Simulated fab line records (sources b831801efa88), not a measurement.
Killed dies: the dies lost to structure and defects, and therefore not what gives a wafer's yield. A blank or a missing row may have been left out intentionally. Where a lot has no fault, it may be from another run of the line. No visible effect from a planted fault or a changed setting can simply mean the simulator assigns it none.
fab line records + flow gf180mcu
record
- lots=15
- wafers=45
- lastDay=34
route steps=602 shown V2@405 M3@411
lots that met no fault: from a run of the same line without faults
startH: start of the lot's first displayed wafer, in hours after the record's first day + waitH: hours since the lot's step before + " identical to the entry in the row above + L1.1+2: one row covering several wafers at once + - no value, or no start given + * or withheld: withheld + < > ~ a bound
route shown NAME@n: NAME is a module with steps in the file, n the number in the route of the first one + usual: mean/standard deviation taken from wafers without a fault + same: alike in all rows + chamber/n: place in a boat + sites: readings site by site + _std_site: standard deviation across them + _edge_site: inner sites' mean taken away from outer sites' mean + radiusMm: for every site, how far away it sits from the centre of the wafer + mask NAME#n: copy n + behind: the tool/chamber that last shaped the wafer + hold: why the lot went on hold/how many hours it stayed there/how the hold came to an end + device: whichever transistor did not switch (one of n, p or np) + end of line: tests of these same wafers at the route's end + where a step has no rows: the recipe by itself + killed: not the wafer's yield, but the dies lost to structure and defects at the first sort + map: per-die view of a wafer (x killed, . not killed, _ where there is no die)
set.NAME: the setting that was run; set.NAME@STEP: the one run at that earlier step + model.NAME: the simulator's own value behind a step, which no gauge read
the route's steps for a sample of lots (tables are steps, rows are wafers)
services: from which hour (startH, from the record's first day; less than 0 if before it) a tool's chamber was out of use, for how many hours, and why
## steps
# step GF_V2_CVD_23
# recipe
- material=W
- targetThkNm=350
- timeS=104.94
- tempC=400
- pressureTorr=40
# usual
- chamberPressureTorr=40.00/0.091
- heaterPowerOuterW=559/60
- heaterPowerW=913/120
| lot.wafer | tool    | chamber | startH | waitH | chamberPressureTorr | heaterPowerOuterW | heaterPowerW |
|-----------|---------|---------|--------|-------|---------------------|-------------------|--------------|
| L883.2    | cvdW-02 | 1       | 463.60 | 0.0   | 39.89               | 546               | 882          |
| L883.4    | "       | 1       | "      | "     | 40.13               | 539               | 863          |
| L883.6    | "       | 1       | "      | "     | 40.13               | 560               | 881          |
| L884.3    | cvdW-01 | 1       | 474.64 | 0.1   | 39.88               | 489               | 874          |
| L884.4    | "       | 0       | "      | "     | 39.91               | 525               | 833          |
| L884.6    | "       | 1       | "      | "     | 39.92               | 509               | 866          |
| L886.4    | cvdW-01 | 0       | 497.11 | 0.1   | 40.03               | 537               | 818          |
| L886.5    | "       | 1       | "      | "     | 39.91               | 495               | 871          |
| L886.6    | "       | 0       | "      | "     | 40.07               | 545               | 818          |
| L891.3    | cvdW-01 | 1       | 535.44 | 0.1   | 39.99               | 491               | 872          |
| L891.5    | "       | 0       | "      | "     | 40.00               | 524               | 820          |
| L891.6    | "       | 1       | "      | "     | 39.96               | 506               | 874          |
| L892.2    | cvdW-01 | 1       | 550.29 | 0.0   | 39.94               | 501               | 868          |
| L892.5    | "       | 1       | "      | "     | 40.08               | 496               | 865          |
| L892.6    | "       | 0       | "      | "     | 40.02               | 534               | 799          |
| L893.1    | cvdW-02 | 0       | 561.75 | 0.0   | -                   | -                 | -            |
| L893.2    | "       | 1       | "      | "     | -                   | -                 | -            |
| L893.4    | "       | 0       | "      | "     | -                   | -                 | -            |
| L895.1    | cvdW-01 | 1       | 573.14 | 0.0   | -                   | -                 | -            |
| L895.3    | "       | 0       | "      | "     | -                   | -                 | -            |
| L895.5    | "       | 1       | "      | "     | -                   | -                 | -            |
| L896.1    | cvdW-02 | 0       | 580.50 | 0.0   | -                   | -                 | -            |
| L896.4    | "       | 1       | "      | "     | -                   | -                 | -            |
| L896.5    | "       | 0       | "      | "     | -                   | -                 | -            |
| L900.2    | cvdW-02 | 0       | 613.28 | 0.0   | 39.98               | 670               | 1139         |
| L900.5    | "       | 0       | "      | "     | 39.92               | 663               | 1124         |
| L900.6    | "       | 1       | "      | "     | 40.11               | 552               | 886          |
| L901.3    | cvdW-01 | 0       | 623.99 | 0.1   | 39.94               | 548               | 815          |
| L901.5    | "       | 0       | "      | "     | 39.91               | 549               | 809          |
| L901.6    | "       | 1       | "      | "     | 40.14               | 499               | 858          |
| L902.1    | cvdW-01 | 1       | 634.54 | 0.0   | 40.09               | 517               | 888          |
| L902.4    | "       | 0       | "      | "     | 40.13               | 537               | 831          |
| L902.5    | "       | 1       | "      | "     | 40.00               | 505               | 865          |
| L903.1    | cvdW-01 | 1       | 637.01 | 0.0   | 39.94               | 507               | 864          |
| L903.4    | "       | 1       | "      | "     | 40.07               | 503               | 891          |
| L903.6    | "       | 0       | "      | "     | 39.89               | 554               | 831          |
| L904.2    | cvdW-01 | 1       | 638.34 | 0.0   | 40.02               | 504               | 870          |
| L904.4    | "       | 0       | "      | "     | 40.01               | 536               | 812          |
| L904.6    | "       | 1       | "      | "     | 40.04               | 508               | 866          |
| L905.2    | cvdW-02 | 0       | 652.16 | 0.0   | 40.03               | 659               | 1117         |
| L905.3    | "       | 1       | "      | "     | 39.96               | 556               | 875          |
| L905.4    | "       | 0       | "      | "     | 40.05               | 679               | 1144         |
| L906.2    | cvdW-02 | 1       | 660.37 | 0.0   | 40.11               | 555               | 879          |
| L906.3    | "       | 0       | "      | "     | 39.93               | 670               | 1183         |
| L906.6    | "       | 1       | "      | "     | 40.10               | 561               | 884          |
# step GF_V2_RS_MEAS_24
# recipe
- thkMeasGauge=four-point-probe
- reads=W_of_V2_CVD_23+TiN_of_V2_SPUTTER_22+Ti_of_V2_SPUTTER_21
# usual
- V2_W_RS=0.3290/0.0028
| lot.wafer | tool         | chamber | startH | waitH | V2_W_RS[ohm/sq] |
|-----------|--------------|---------|--------|-------|-----------------|
| L883.2    | filmMetro-02 | -       | 463.73 | 0.1   | 0.3285          |
| L883.4    | "            | -       | "      | "     | 0.3288          |
| L883.6    | "            | -       | "      | "     | 0.3315          |
| L884.3    | filmMetro-02 | -       | 474.75 | 0.1   | 0.3284          |
| L884.4    | "            | -       | "      | "     | 0.3310          |
| L884.6    | "            | -       | "      | "     | 0.3290          |
| L886.4    | filmMetro-01 | -       | 497.24 | 0.1   | 0.3310          |
| L886.5    | "            | -       | "      | "     | 0.3277          |
| L886.6    | "            | -       | "      | "     | 0.3289          |
| L891.3    | filmMetro-01 | -       | 535.55 | 0.1   | 0.3235          |
| L891.5    | "            | -       | "      | "     | 0.3309          |
| L891.6    | "            | -       | "      | "     | 0.3286          |
| L892.2    | filmMetro-04 | -       | 550.42 | 0.1   | 0.3289          |
| L892.5    | "            | -       | "      | "     | 0.3301          |
| L892.6    | "            | -       | "      | "     | 0.3260          |
| L893.1    | filmMetro-04 | -       | 561.86 | 0.1   | 44.093          |
| L893.2    | "            | -       | "      | "     | 43.935          |
| L893.4    | "            | -       | "      | "     | 43.338          |
| L895.1    | filmMetro-01 | -       | 573.25 | 0.1   | 44.050          |
| L895.3    | "            | -       | "      | "     | 44.528          |
| L895.5    | "            | -       | "      | "     | 44.494          |
| L896.1    | filmMetro-02 | -       | 580.61 | 0.1   | 44.746          |
| L896.4    | "            | -       | "      | "     | 44.080          |
| L896.5    | "            | -       | "      | "     | 44.287          |
| L900.2    | filmMetro-04 | -       | 613.41 | 0.1   | 0.3306          |
| L900.5    | "            | -       | "      | "     | 0.3300          |
| L900.6    | "            | -       | "      | "     | 0.3337          |
| L901.3    | filmMetro-02 | -       | 624.11 | 0.1   | 0.3274          |
| L901.5    | "            | -       | "      | "     | 0.3274          |
| L901.6    | "            | -       | "      | "     | 0.3280          |
| L902.1    | filmMetro-04 | -       | 634.65 | 0.1   | 0.3361          |
| L902.4    | "            | -       | "      | "     | 0.3314          |
| L902.5    | "            | -       | "      | "     | 0.3333          |
| L903.1    | filmMetro-04 | -       | 637.13 | 0.1   | 0.3329          |
| L903.4    | "            | -       | "      | "     | 0.3337          |
| L903.6    | "            | -       | "      | "     | 0.3316          |
| L904.2    | filmMetro-04 | -       | 638.47 | 0.1   | 0.3325          |
| L904.4    | "            | -       | "      | "     | 0.3290          |
| L904.6    | "            | -       | "      | "     | 0.3333          |
| L905.2    | filmMetro-01 | -       | 652.29 | 0.1   | 0.3276          |
| L905.3    | "            | -       | "      | "     | 0.3301          |
| L905.4    | "            | -       | "      | "     | 0.3265          |
| L906.2    | filmMetro-04 | -       | 660.50 | 0.1   | 0.3266          |
| L906.3    | "            | -       | "      | "     | 0.3238          |
| L906.6    | "            | -       | "      | "     | 0.3260          |
# step GF_V2_THK_MEAS_25
# recipe
- thkMeasGauge=xrf
- reads=W_of_V2_CVD_23
# usual
- V2_W_THK=349/7.6
| lot.wafer | tool         | chamber | startH | waitH | V2_W_THK[nm] |
|-----------|--------------|---------|--------|-------|--------------|
| L883.2    | filmMetro-02 | -       | 463.84 | 0.1   | 354          |
| L883.4    | "            | -       | "      | "     | 354          |
| L883.6    | "            | -       | "      | "     | 347          |
| L884.3    | filmMetro-02 | -       | 474.85 | 0.1   | 350          |
| L884.4    | "            | -       | "      | "     | 349          |
| L884.6    | "            | -       | "      | "     | 352          |
| L886.4    | filmMetro-01 | -       | 497.33 | 0.1   | 355          |
| L886.5    | "            | -       | "      | "     | 357          |
| L886.6    | "            | -       | "      | "     | 356          |
| L891.3    | filmMetro-01 | -       | 535.65 | 0.1   | 362          |
| L891.5    | "            | -       | "      | "     | 357          |
| L891.6    | "            | -       | "      | "     | 358          |
| L892.2    | filmMetro-04 | -       | 550.53 | 0.1   | 341          |
| L892.5    | "            | -       | "      | "     | 338          |
| L892.6    | "            | -       | "      | "     | 342          |
| L893.1    | filmMetro-04 | -       | 561.98 | 0.1   | -            |
| L893.2    | "            | -       | "      | "     | -            |
| L893.4    | "            | -       | "      | "     | -            |
| L895.1    | filmMetro-01 | -       | 573.37 | 0.1   | <0           |
| L895.3    | "            | -       | "      | "     | -            |
| L895.5    | "            | -       | "      | "     | -            |
| L896.1    | filmMetro-02 | -       | 580.73 | 0.1   | <0           |
| L896.4    | "            | -       | "      | "     | <0           |
| L896.5    | "            | -       | "      | "     | <0           |
| L900.2    | filmMetro-04 | -       | 613.52 | 0.1   | 339          |
| L900.5    | "            | -       | "      | "     | 341          |
| L900.6    | "            | -       | "      | "     | 334          |
| L901.3    | filmMetro-02 | -       | 624.21 | 0.1   | 350          |
| L901.5    | "            | -       | "      | "     | 349          |
| L901.6    | "            | -       | "      | "     | 348          |
| L902.1    | filmMetro-04 | -       | 634.77 | 0.1   | 336          |
| L902.4    | "            | -       | "      | "     | 339          |
| L902.5    | "            | -       | "      | "     | 335          |
| L903.1    | filmMetro-04 | -       | 637.25 | 0.1   | 336          |
| L903.4    | "            | -       | "      | "     | 337          |
| L903.6    | "            | -       | "      | "     | 339          |
| L904.2    | filmMetro-04 | -       | 638.58 | 0.1   | 336          |
| L904.4    | "            | -       | "      | "     | 341          |
| L904.6    | "            | -       | "      | "     | 338          |
| L905.2    | filmMetro-01 | -       | 652.40 | 0.1   | 359          |
| L905.3    | "            | -       | "      | "     | 355          |
| L905.4    | "            | -       | "      | "     | 361          |
| L906.2    | filmMetro-04 | -       | 660.61 | 0.1   | 350          |
| L906.3    | "            | -       | "      | "     | 352          |
| L906.6    | "            | -       | "      | "     | 347          |
# step GF_V2_CMP_26
# recipe
- stopOn=SiO2
- downForcePsi=3.5
- platenRpm=60
- tOverpolishS=15
- targetThkNm=0
- padVelocityMS=0.94248
# usual
- motorCurrentA=11.4/0.84
- timeToEndpointS=85/3.3
| lot.wafer | tool   | chamber | startH | waitH | motorCurrentA | timeToEndpointS |
|-----------|--------|---------|--------|-------|---------------|-----------------|
| L883.2    | cmp-02 | 2       | 463.94 | 0.1   | 10.7          | 81              |
| L883.4    | "      | 0       | "      | "     | 12.7          | 82              |
| L883.6    | "      | 1       | "      | "     | 10.0          | 80              |
| L884.4    | cmp-01 | 2       | 474.99 | 0.1   | 10.5          | 84              |
| L884.3    | "      | 3       | "      | "     | 11.5          | 88              |
| L884.6    | "      | 0       | "      | "     | 10.7          | 83              |
| L886.4    | cmp-02 | 3       | 497.36 | 0.0   | 12.2          | 86              |
| L886.5    | "      | 3       | "      | "     | 11.8          | 90              |
| L886.6    | "      | 0       | "      | "     | 13.2          | 87              |
| L891.3    | cmp-01 | 0       | 535.74 | 0.1   | 10.5          | 87              |
| L891.6    | "      | 3       | "      | "     | 12.1          | 86              |
| L891.5    | "      | 0       | "      | "     | 10.9          | 84              |
| L892.2    | cmp-02 | 0       | 550.68 | 0.1   | 12.5          | 85              |
| L892.6    | "      | 2       | "      | "     | 11.2          | 88              |
| L892.5    | "      | 3       | "      | "     | 11.8          | 91              |
| L893.1    | cmp-02 | 1       | 562.04 | 0.1   | 9.9           | 3               |
| L893.2    | "      | 3       | "      | "     | 11.9          | 5               |
| L893.4    | "      | 0       | "      | "     | 12.9          | 3               |
| L895.3    | cmp-02 | 0       | 573.48 | 0.1   | 13.0          | 5               |
| L895.1    | "      | 2       | "      | "     | 11.1          | 6               |
| L895.5    | "      | 0       | "      | "     | 12.2          | 4               |
| L896.1    | cmp-01 | 0       | 580.84 | 0.1   | 10.5          | 1               |
| L896.4    | "      | 1       | "      | "     | 11.2          | 2               |
| L896.5    | "      | 3       | "      | "     | 12.2          | 1               |
| L900.2    | cmp-01 | 1       | 613.62 | 0.1   | 11.1          | 83              |
| L900.5    | "      | 0       | "      | "     | 10.5          | 83              |
| L900.6    | "      | 1       | "      | "     | 11.2          | 84              |
| L901.3    | cmp-02 | 2       | 624.30 | 0.1   | 11.7          | 85              |
| L901.5    | "      | 1       | "      | "     | 10.6          | 83              |
| L901.6    | "      | 2       | "      | "     | 11.8          | 87              |
| L902.4    | cmp-01 | 1       | 634.88 | 0.1   | 11.2          | 79              |
| L902.1    | "      | 3       | "      | "     | 11.9          | 81              |
| L902.5    | "      | 0       | "      | "     | 10.0          | 74              |
| L903.4    | cmp-01 | 0       | 637.36 | 0.1   | 10.6          | 84              |
| L903.1    | "      | 2       | "      | "     | 11.5          | 80              |
| L903.6    | "      | 3       | "      | "     | 11.4          | 85              |
| L904.4    | cmp-01 | 2       | 638.63 | 0.0   | 11.1          | 83              |
| L904.2    | "      | 0       | "      | "     | 11.2          | 83              |
| L904.6    | "      | 3       | "      | "     | 12.1          | 85              |
| L905.2    | cmp-01 | 1       | 652.50 | 0.1   | 11.0          | 86              |
| L905.4    | "      | 2       | "      | "     | 11.4          | 85              |
| L905.3    | "      | 3       | "      | "     | 12.3          | 86              |
| L906.2    | cmp-01 | 3       | 660.71 | 0.1   | 12.2          | 89              |
| L906.3    | "      | 0       | "      | "     | 11.0          | 86              |
| L906.6    | "      | 2       | "      | "     | 11.1          | 84              |
# step GF_M3_SPUTTER_02
# recipe
- material=AlCu
- targetThkNm=450
- powerW=10600
- timeS=23.9
- chamberPressurePa=0.4
# usual
- throttleValvePct=31.0/0.68
| lot.wafer | tool          | chamber | startH | waitH | throttleValvePct |
|-----------|---------------|---------|--------|-------|------------------|
| L883.2    | pvdSputter-04 | -       | 464.32 | 0.0   | 29.7             |
| L883.4    | "             | -       | "      | "     | 30.7             |
| L883.6    | "             | -       | "      | "     | 30.4             |
| L884.3    | pvdSputter-01 | -       | 475.32 | 0.0   | 30.3             |
| L884.4    | "             | -       | "      | "     | 31.7             |
| L884.6    | "             | -       | "      | "     | 30.4             |
| L886.4    | pvdSputter-02 | -       | 497.79 | 0.0   | 31.5             |
| L886.5    | "             | -       | "      | "     | 31.9             |
| L886.6    | "             | -       | "      | "     | 31.7             |
| L891.3    | pvdSputter-04 | -       | 536.12 | 0.0   | 30.8             |
| L891.5    | "             | -       | "      | "     | 30.4             |
| L891.6    | "             | -       | "      | "     | 29.8             |
| L892.2    | pvdSputter-02 | -       | 551.01 | 0.0   | 31.7             |
| L892.5    | "             | -       | "      | "     | 31.9             |
| L892.6    | "             | -       | "      | "     | 31.6             |
| L900.2    | pvdSputter-04 | -       | 614.00 | 0.0   | 31.4             |
| L900.5    | "             | -       | "      | "     | 31.4             |
| L900.6    | "             | -       | "      | "     | 30.7             |
| L901.3    | pvdSputter-04 | -       | 624.68 | 0.0   | 30.6             |
| L901.5    | "             | -       | "      | "     | 31.6             |
| L901.6    | "             | -       | "      | "     | 30.5             |
| L902.1    | pvdSputter-02 | -       | 635.26 | 0.0   | 31.9             |
| L902.4    | "             | -       | "      | "     | 31.6             |
| L902.5    | "             | -       | "      | "     | 31.6             |
| L903.1    | pvdSputter-04 | -       | 637.74 | 0.0   | 29.7             |
| L903.4    | "             | -       | "      | "     | 30.7             |
| L903.6    | "             | -       | "      | "     | 30.2             |
| L904.2    | pvdSputter-02 | -       | 639.06 | 0.0   | 31.7             |
| L904.4    | "             | -       | "      | "     | 31.5             |
| L904.6    | "             | -       | "      | "     | 31.4             |
| L905.2    | pvdSputter-04 | -       | 652.88 | 0.0   | 29.9             |
| L905.3    | "             | -       | "      | "     | 31.5             |
| L905.4    | "             | -       | "      | "     | 30.3             |
| L906.2    | pvdSputter-02 | -       | 661.09 | 0.0   | 31.5             |
| L906.3    | "             | -       | "      | "     | 31.5             |
| L906.6    | "             | -       | "      | "     | 31.6             |
# step GF_M3_SPUTTER_03
# recipe
- material=Ti
- targetThkNm=10
- substrateTempC=300
- chamberPressurePa=0.3
- powerW=3000
- timeS=6.7
# usual
- substrateTempC=299.99/0.18
- throttleValvePct=31.0/0.68
| lot.wafer | tool          | chamber | startH | waitH | substrateTempC | throttleValvePct |
|-----------|---------------|---------|--------|-------|----------------|------------------|
| L883.2    | pvdSputter-04 | -       | 464.35 | 0.0   | 300.03         | 29.6             |
| L883.4    | "             | -       | "      | "     | 299.80         | 30.6             |
| L883.6    | "             | -       | "      | "     | 299.63         | 30.5             |
| L884.3    | pvdSputter-01 | -       | 475.35 | 0.0   | 299.68         | 30.6             |
| L884.4    | "             | -       | "      | "     | 299.82         | 31.5             |
| L884.6    | "             | -       | "      | "     | 299.74         | 30.3             |
| L886.4    | pvdSputter-02 | -       | 497.82 | 0.0   | 299.77         | 31.6             |
| L886.5    | "             | -       | "      | "     | 300.16         | 32.0             |
| L886.6    | "             | -       | "      | "     | 299.71         | 31.5             |
| L891.3    | pvdSputter-04 | -       | 536.15 | 0.0   | 300.29         | 30.6             |
| L891.5    | "             | -       | "      | "     | 300.05         | 30.7             |
| L891.6    | "             | -       | "      | "     | 299.71         | 29.6             |
| L892.2    | pvdSputter-02 | -       | 551.04 | 0.0   | 300.30         | 31.7             |
| L892.5    | "             | -       | "      | "     | 299.97         | 31.8             |
| L892.6    | "             | -       | "      | "     | 300.21         | 31.7             |
| L900.2    | pvdSputter-04 | -       | 614.03 | 0.0   | 299.98         | 31.3             |
| L900.5    | "             | -       | "      | "     | 299.67         | 31.7             |
| L900.6    | "             | -       | "      | "     | 299.90         | 30.7             |
| L901.3    | pvdSputter-04 | -       | 624.71 | 0.0   | 300.16         | 30.6             |
| L901.5    | "             | -       | "      | "     | 299.80         | 31.6             |
| L901.6    | "             | -       | "      | "     | 300.19         | 30.6             |
| L902.1    | pvdSputter-02 | -       | 635.29 | 0.0   | 299.60         | 31.6             |
| L902.4    | "             | -       | "      | "     | 300.21         | 31.7             |
| L902.5    | "             | -       | "      | "     | 299.92         | 31.8             |
| L903.1    | pvdSputter-04 | -       | 637.77 | 0.0   | 299.92         | 29.3             |
| L903.4    | "             | -       | "      | "     | 300.19         | 30.6             |
| L903.6    | "             | -       | "      | "     | 300.11         | 30.5             |
| L904.2    | pvdSputter-02 | -       | 639.09 | 0.0   | 299.93         | 31.9             |
| L904.4    | "             | -       | "      | "     | 300.10         | 31.7             |
| L904.6    | "             | -       | "      | "     | 300.17         | 31.3             |
| L905.2    | pvdSputter-04 | -       | 652.91 | 0.0   | 300.23         | 29.6             |
| L905.3    | "             | -       | "      | "     | 299.87         | 31.5             |
| L905.4    | "             | -       | "      | "     | 299.81         | 30.7             |
| L906.2    | pvdSputter-02 | -       | 661.12 | 0.0   | 300.23         | 31.5             |
| L906.3    | "             | -       | "      | "     | 300.04         | 31.7             |
| L906.6    | "             | -       | "      | "     | 299.95         | 31.8             |
# step GF_M3_METAL_ETCH_16
# recipe
- chemistry=Cl2/BCl3
- maskMaterial=KrF
- targetDepthNm=627.5
- stopOn=SiO2
- pressureMtorr=8
- icpW=800
- biasW=140
- Cl2_flow_sccm=80
- bcl3FlowSccm=40
- timeS=104.6
# usual
- chamberPressureMTorr=8.000/0.0081
- drypumpMotorCurrentA=5.9/0.64
- oesProductAu=0.971/0.0073
- rfFwdPowerW=796.3/2.7
- throttleValvePct=28.253/0.01
| lot.wafer | tool        | chamber | startH | waitH | chamberPressureMTorr | drypumpMotorCurrentA | oesProductAu | rfFwdPowerW | rfHoursCounterH | throttleValvePct |
|-----------|-------------|---------|--------|-------|----------------------|----------------------|--------------|-------------|-----------------|------------------|
| L883.2    | rieMetal-04 | 0       | 488.27 | 0.0   | 8.004                | 5.5                  | 0.969        | 798.5       | 4               | 28.259           |
| L883.4    | "           | 1       | "      | "     | 8.000                | 5.0                  | 0.971        | 795.6       | -               | 28.274           |
| L883.6    | "           | 0       | "      | "     | 8.008                | 5.5                  | 0.964        | 796.2       | -               | 28.262           |
| L884.3    | rieMetal-03 | 1       | 498.97 | 0.1   | 8.008                | 5.6                  | 0.975        | 793.4       | -               | 28.238           |
| L884.4    | "           | 0       | "      | "     | 8.000                | 6.9                  | 0.975        | 798.4       | -               | 28.255           |
| L884.6    | "           | 1       | "      | "     | 7.997                | 5.6                  | 0.963        | 795.5       | -               | 28.248           |
| L886.4    | rieMetal-03 | 0       | 521.85 | 0.0   | 8.001                | 6.9                  | 0.956        | 794.4       | -               | 28.272           |
| L886.5    | "           | 1       | "      | "     | 7.999                | 5.6                  | 0.977        | 800.3       | -               | 28.246           |
| L886.6    | "           | 0       | "      | "     | 8.000                | 6.8                  | 0.974        | 795.7       | -               | 28.233           |
| L891.3    | rieMetal-03 | 0       | 558.66 | 0.1   | 8.010                | 6.8                  | 0.969        | 794.1       | -               | 28.268           |
| L891.5    | "           | 0       | "      | "     | 8.012                | 6.8                  | 0.977        | 795.7       | -               | 28.249           |
| L891.6    | "           | 1       | "      | "     | 8.005                | 5.6                  | 0.961        | 799.2       | -               | 28.251           |
| L892.2    | rieMetal-03 | 0       | 573.67 | 0.1   | 7.998                | 6.9                  | 0.975        | 792.1       | -               | 28.243           |
| L892.5    | "           | 0       | "      | "     | 7.985                | 6.8                  | 0.966        | 790.5       | -               | 28.240           |
| L892.6    | "           | 0       | "      | "     | 7.998                | 6.8                  | 0.962        | 792.4       | -               | 28.254           |
| L900.2    | rieMetal-03 | 1       | 634.97 | 0.0   | 8.012                | 5.6                  | 0.961        | 801.2       | 1               | 28.242           |
| L900.5    | "           | 1       | "      | "     | 8.004                | 5.6                  | 0.973        | 799.9       | -               | 28.256           |
| L900.6    | "           | 0       | "      | "     | 8.004                | 6.9                  | 0.975        | 794.0       | -               | 28.256           |
| L901.3    | rieMetal-02 | 0       | 644.75 | 0.1   | 7.993                | 5.3                  | 0.962        | 793.4       | -               | 28.252           |
| L901.5    | "           | 0       | "      | "     | 8.015                | 5.3                  | 0.972        | 794.4       | -               | 28.237           |
| L901.6    | "           | 1       | "      | "     | 8.008                | 5.8                  | 0.971        | 797.8       | -               | 28.251           |
| L902.1    | rieMetal-03 | 0       | 655.01 | 0.0   | 7.986                | 6.8                  | 0.962        | 792.9       | 8               | 28.269           |
| L902.4    | "           | 0       | "      | "     | 8.002                | 6.9                  | 0.966        | 794.7       | -               | 28.262           |
| L902.5    | "           | 1       | "      | "     | 7.986                | 5.7                  | 0.962        | 796.6       | -               | 28.265           |
| L903.1    | rieMetal-02 | 0       | 657.63 | 0.0   | 8.002                | 5.3                  | 0.974        | 797.2       | 3               | 28.261           |
| L903.4    | "           | 1       | "      | "     | 8.006                | 5.7                  | 0.976        | 796.1       | -               | 28.253           |
| L903.6    | "           | 1       | "      | "     | 7.985                | 5.8                  | 0.974        | 796.4       | -               | 28.248           |
| L904.2    | rieMetal-03 | 1       | 659.37 | 0.0   | 8.003                | 5.6                  | 0.971        | 799.6       | 1               | 28.246           |
| L904.4    | "           | 1       | "      | "     | 8.000                | 5.6                  | 0.965        | 796.3       | -               | 28.259           |
| L904.6    | "           | 1       | "      | "     | 8.003                | 5.6                  | 0.970        | 796.9       | -               | 28.262           |
| L905.2    | rieMetal-02 | 0       | 673.17 | 0.0   | 8.005                | 5.3                  | 0.967        | 794.3       | 3               | 28.255           |
| L905.3    | "           | 0       | "      | "     | 8.006                | 5.3                  | 0.957        | 799.9       | -               | 28.265           |
| L905.4    | "           | 1       | "      | "     | 7.991                | 5.8                  | 0.969        | 800.1       | -               | 28.259           |
| L906.2    | rieMetal-02 | 0       | 680.81 | 0.0   | 8.002                | 5.3                  | 0.970        | 800.3       | 3               | 28.240           |
| L906.3    | "           | 1       | "      | "     | 7.993                | 5.7                  | 0.978        | 797.4       | -               | 28.255           |
| L906.6    | "           | 0       | "      | "     | 8.007                | 5.3                  | 0.973        | 797.9       | -               | 28.269           |
## services
| tool          | chamber | startH | hours | kind                  |
|---------------|---------|--------|-------|-----------------------|
| rieMetal-02   | -       | 476.35 | 0.5   | repair                |
| cmp-02        | -       | 479.35 | 1.0   | repair                |
| rieMetal-02   | -       | 494.13 | 0.9   | repair                |
| pvdSputter-01 | -       | 502.23 | 3.8   | repair                |
| cmp-01        | -       | 514.81 | 0.7   | repair                |
| cmp-02        | -       | 518.05 | 3.9   | pm                    |
| rieMetal-02   | 0       | 525.13 | 2.3   | repair                |
| pvdSputter-02 | -       | 543.00 | 0.6   | repair                |
| pvdSputter-04 | -       | 548.10 | 1.1   | repair                |
| rieMetal-03   | 1       | 558.80 | 15.5  | repair                |
| cmp-01        | -       | 565.60 | 3.7   | repair                |
| cmp-01        | -       | 572.00 | 4.0   | pm                    |
| cmp-02        | -       | 579.23 | 4.8   | pm                    |
| pvdSputter-04 | 3       | 595.73 | -     | consumableReplace:kit |
| cmp-02        | -       | 605.69 | 1.0   | repair                |
| rieMetal-02   | 1       | 606.49 | 11.2  | repair                |
| cmp-02        | -       | 606.51 | 0.2   | repair                |
| cmp-01        | -       | 609.89 | 3.6   | repair                |
| rieMetal-02   | -       | 614.38 | 0.8   | repair                |
| cmp-01        | -       | 623.89 | 3.5   | repair                |
| rieMetal-02   | -       | 636.65 | 2.8   | pm                    |
| cvdW-02       | -       | 657.25 | 2.8   | pm                    |
| pvdSputter-02 | -       | 666.61 | 5.8   | repair                |
| cvdW-02       | 1       | 675.32 | 4.8   | repair                |
## key
firstSign
- step=GF_V2_CVD_23
- reading=toolRecord
- direction=missing
effect
- step=GF_V2_RS_MEAS_24
- reading=V2_W_RS
- direction=up
- sigmas=99+
- usual=0.3290
- struck=44.172
effect
- step=GF_V2_THK_MEAS_25
- reading=V2_W_THK
- direction=missing
effect
- step=GF_V2_CMP_26
- reading=timeToEndpointS
- direction=down
- sigmas=25
- usual=*
- struck=*
metAt GF_V2_CVD_23
struckLots L893,L895,L896
laterRowsLeftOut L893.1,L893.2,L893.4,L895.1,L895.3,L895.5,L896.1,L896.4,L896.5
sortLeftOut L893.1,L893.2,L893.4,L895.1,L895.3,L895.5,L896.1,L896.4,L896.5
notActingAt GF_M3_SPUTTER_02,GF_M3_SPUTTER_03,GF_M3_METAL_ETCH_16
onsetBetween 550.29 561.75
fault
- kind=skippedStepWhole
- tool=cvdW-01,cvdW-02
- chamber=-
- onsetH=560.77
- steps=GF_V2_CVD_23
- scope=struckLotsOnly
# sortLeftOut: the simulated sort isn't trusted on such a fault, so these wafers' sort isn't shown, and their yield isn't known
# laterRowsLeftOut: the simulator's readings of these wafers behind a module that went badly wrong aren't trusted and aren't shown, but for the sort
